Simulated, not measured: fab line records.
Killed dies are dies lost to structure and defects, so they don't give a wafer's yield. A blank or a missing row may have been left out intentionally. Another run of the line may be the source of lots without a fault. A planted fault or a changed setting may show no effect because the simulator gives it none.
One fault through the eyes of 2 desks / flow gf180mcu / each desk holds nothing but its own numbers, with what lay behind them at the end

AT THE TOOL OWNER'S DESK: plasmaAsher-03
The tool's own readings at GF_DUAL_GATE_STRIP_13 (strips in O2/N2): means of the sampled wafers that have a number, for each lot that ran on this tool. The brackets show how far a lot's mean lies from the usual mean; more than 4 standard deviations puts the lot out of limits, marked OUT.
Columns: A = drypumpMotorCurrentA at GF_DUAL_GATE_STRIP_13, usual 5.5 A; B = heaterPowerW at GF_DUAL_GATE_STRIP_13, usual 350 W; C = oesProductAu at GF_DUAL_GATE_STRIP_13, usual 0.716 a.u.; D = stripTimeToEndpointS at GF_DUAL_GATE_STRIP_13, usual 12.63 s
lot=L504; first seen here=day 9 16:14; A=5.6; B=365; C=0.711; D=12.67
lot=L506; first seen here=day 9 21:19; A=5.6; B=370; C=0.717; D=12.60
lot=L509; first seen here=day 11 01:02; A=5.2; B=333; C=0.715; D=12.63
lot=L513; first seen here=day 11 14:52; A=6.0; B=401; C=0.713; D=12.66
lot=L514; first seen here=day 12 03:16; A=5.2; B=332; C=0.714; D=12.63
lot=L515; first seen here=day 12 07:32; A=5.6; B=366; C=0.739 (+5.2) OUT; D=11.29 (-39) OUT
lot=L517; first seen here=day 12 21:19; A=5.2; B=338; C=0.728; D=11.91 (-21) OUT
lot=L525; first seen here=day 15 10:28; A=6.0; B=395; C=0.714; D=12.64
This desk's verdict: out of limits on L515, L517, starting with L515 at day 12 07:32 (oesProductAu at GF_DUAL_GATE_STRIP_13). L504, L506, L509, L513, L514, L525 stayed within limits.

FROM THE METROLOGY DESK
Means of the sampled wafers that have a number, per lot and without regard to the tool the lot ran on: this is what the gauges read. The brackets show how far a lot's mean lies from the usual mean; more than 4 standard deviations puts the lot out of limits, marked OUT.
Columns: A = MVPSD_OVL at GF_MVPSD_OVL_MEAS_07, usual -0.4 nm; B = DUAL_GATE_OXIDATION_00_THK at GF_DUAL_GATE_THK_MEAS_03, usual 11.13 nm; C = HV_LDD_3_TW at GF_HV_LDD_TW_MEAS_38, usual 1441
lot=L503; first seen here=day 5 13:28; A=-2.5; B=10.96; C=1451
lot=L505; first seen here=day 6 01:23; A=-0.9; B=11.15; C=1420
lot=L504; first seen here=day 6 01:58; A=0.0; B=10.91; C=1456
lot=L506; first seen here=day 6 06:29; A=0.9; B=10.85; C=1426
lot=L508; first seen here=day 6 21:31; A=-3.3; B=11.09; C=1450
lot=L509; first seen here=day 7 06:01; A=1.3; B=10.94; C=1441
lot=L511; first seen here=day 7 07:52; A=0.6; B=11.29; C=1452
lot=L512; first seen here=day 7 11:16; A=0.3; B=11.63; C=1414
lot=L513; first seen here=day 7 19:22; A=-1.2; B=11.43; C=1411
lot=L514; first seen here=day 8 04:55; A=2.2; B=11.20; C=1457
lot=L515; first seen here=day 8 08:13; A=-0.2; B=11.00; C=1417
lot=L517; first seen here=day 8 19:01; A=-0.9; B=11.14; C=1455
lot=L522; first seen here=day 10 05:07; A=-0.8; B=11.09; C=1451
lot=L525; first seen here=day 11 01:06; A=-0.5; B=10.79; C=1452
This desk found nothing out of limits on any of the 14 lots.

PUT TOGETHER
On L515, L517, at day 12 07:32, an alarm was possible from the tool owner's desk.
From the metrology desk's view, nothing was out of limits.
The metrology desk holds a record of L515, L517, inside its limits.
Of the lots named, all ran GF_DUAL_GATE_STRIP_13 on plasmaAsher-03.

WHAT THE SIMULATOR HAD INSERTED
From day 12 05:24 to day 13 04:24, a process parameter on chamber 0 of plasmaAsher-03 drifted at GF_DUAL_GATE_STRIP_13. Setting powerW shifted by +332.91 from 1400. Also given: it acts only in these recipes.
Shown lots that were struck: L515, L517.
How many hours passed from the start of the fault until each desk's first out-of-limits reading: the tool owner's desk, 2.
